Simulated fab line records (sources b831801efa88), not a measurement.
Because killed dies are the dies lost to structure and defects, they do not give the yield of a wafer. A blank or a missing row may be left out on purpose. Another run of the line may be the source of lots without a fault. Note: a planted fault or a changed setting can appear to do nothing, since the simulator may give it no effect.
Chamber matching ; flow sfq_line ; SFQ_TRILAYER_I1_CMP_CMP_046 on cmp-01 has 4 sister chambers
The step polishes SiO2. 14 wafers are shown with their chamber, then 7 later ones without.

WAFERS WITH THEIR CHAMBER
wafer;chamber;motor_current_A (A);time_to_endpoint_s (s);edge_zone_pressure_frac
L855.2;0;10.5;217;1.001
L855.4;3;10.8;231;0.995
L855.1;2;10.7;214;1.000
L858.1;3;11.2;209;1.001
L858.2;1;9.4;209;1.003
L858.5;3;10.5;224;1.006
L860.3;1;9.3;211;0.996
L860.2;0;9.9;204;0.987
L860.4;3;9.9;222;1.000
L862.1;3;11.0;220;0.999
L862.2;2;10.9;220;1.007
L862.5;0;10.2;217;0.992
L873.4;0;9.7;229;1.000
L873.3;2;11.5;213;0.994

SIGNATURES, as means of the wafers listed above
reading;chamber 0;chamber 1;chamber 2;chamber 3;scatter within a chamber
motor_current_A;10.075;9.350;11.033;10.680;0.418
time_to_endpoint_s;216.75;210.00;215.67;221.20;7.73
edge_zone_pressure_frac;0.99500;0.99950;1.00033;1.00020;0.00553
Rule: a wafer's distance from a chamber is the root of the sum, over the readings, of the square of ((its reading less the chamber's mean) divided by the reading's scatter). If the next closest chamber is less than 2 further off than the closest, the wafer can't be placed; otherwise it belongs to the closest. The scatter is the square root of a quotient: the sum, over the shown wafers, of each reading's squared deviation from its chamber's mean, divided by wafers minus chambers.

WAFERS WITHOUT THEIR CHAMBER
wafer;motor_current_A (A);time_to_endpoint_s (s);edge_zone_pressure_frac
L873.5;10.5;229;0.994
L874.3;10.5;204;0.993
L874.5;9.2;217;1.007
L874.6;10.4;218;1.006
L875.2;10.6;215;1.008
L875.3;10.6;209;1.005
L875.6;10.2;225;1.002

WHICH CHAMBER EACH WENT THROUGH
wafer;from the rows above;in truth
L873.5;can't be placed: 3 or 0 or 2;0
L874.3;can't be placed: 0 or 2 or 3 or 1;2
L874.5;can't be placed: 1 or 0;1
L874.6;can't be placed: 3 or 2 or 0 or 1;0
L875.2;can't be placed: 3 or 2 or 0 or 1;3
L875.3;can't be placed: 2 or 3 or 0 or 1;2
L875.6;can't be placed: 3 or 0 or 2 or 1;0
Placed correctly: 0 of 7. Cannot be placed on the basis of these rows: 7; the candidates contain the true chamber in 7. 0 placed wrongly.
